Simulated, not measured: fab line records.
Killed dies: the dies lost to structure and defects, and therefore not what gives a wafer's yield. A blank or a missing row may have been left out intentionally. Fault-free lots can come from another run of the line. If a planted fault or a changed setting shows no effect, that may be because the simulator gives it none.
Problem report, 8D (eight disciplines) form, completed by code / flow gf180mcu / the parts of the form that need people (team, actions taken, sign-off) are left out

## 1. THE PROBLEM
Wafers without a fault read 68.3 s, standard deviation 2.9; run length s at GF_STI_WET_ETCH_28 reads a mean of 42.5 s on 6 wafers belonging to 2 lots. That is -8.9 standard deviations from the usual mean.
The step: etches SiO2 in dHF, target depth 20 nm, time 40 s.
Seen first at day 5 11:02 on wet bench-03, wafer L274.1. The record holds 42 wafers of 14 lots with a number at this step. The rule behind "out" and "out of limits": a value lying over 4 standard deviations away from the usual mean. Any other wafer with a number is counted as sound.

## 2. WHAT THIS IS AND IS NOT
question=which readings at this step | is=run length s | is not=-
question=which lots | is=L274, L275 | is not=L259, L261, L262, L263, L264, L265, L266, L267, L269, L279, L281, L282
question=which wafers of those lots | is=all that have a number | is not=-
question=read on which tools | is=wet bench-03 | is not=wet bench-01, wet bench-04
question=when | is=from day 5 11:02 | is not=up to then (27 sound wafers); but 9 sound wafers of L279, L281, L282 came after

## 3. THE SUSPECTS, EACH WITH WHAT RULES IT OUT
Counting: a tool at any process step up to the reading remains a suspect when it ran all the lots that are out and ran no sound lot after the first of those.
- wet bench-03 at GF_STI_WET_ETCH_28 (etches SiO2 in dHF, target depth 20 nm, time 40 s): kept. It processed each lot that is out, first L274 at day 5 11:02, and no sound lot thereafter; up to then, the last sound lot it processed was L269 at day 4 11:48. Out on those wafers are its own readings of run length s.
Left after counting: wet bench-03 at GF_STI_WET_ETCH_28.

## 4. THE CAUSE (what the simulator had put in)
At GF_STI_WET_ETCH_28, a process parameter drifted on wet bench-03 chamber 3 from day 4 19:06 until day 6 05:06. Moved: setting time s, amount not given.
The count eliminated every tool but this one.

## 5. THE EFFECT CHAIN, in route order
Each row: a reading whose mean over the struck wafers that have a number lies more than 3 standard deviations from the usual. Only readings whose record carries a usual standard deviation are examined. hours: median over the lots of the time between each lot's start at the first step of this table that gives one and its start at this step. sigmas: the change, counted in usual standard deviations.
hours=0; step=GF_STI_WET_ETCH_28; reading=run length s; usual=68.3 s; on struck wafers=42.5; change=-25.8; sigmas=-8.9
Process steps it contains:
- GF_STI_WET_ETCH_28: etches SiO2 in dHF, target depth 20 nm, time 40 s.
Later measuring or inspecting steps at which every struck wafer that the step has a row for has a number for every such reading, and none has moved that far: GF_HV_LDD_CD_MEAS_31.

## 6. WHAT WOULD HAVE CAUGHT IT SOONER
In this record no reading fell out of limits until day 5 11:02, 16 hours after the fault had begun at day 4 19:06.
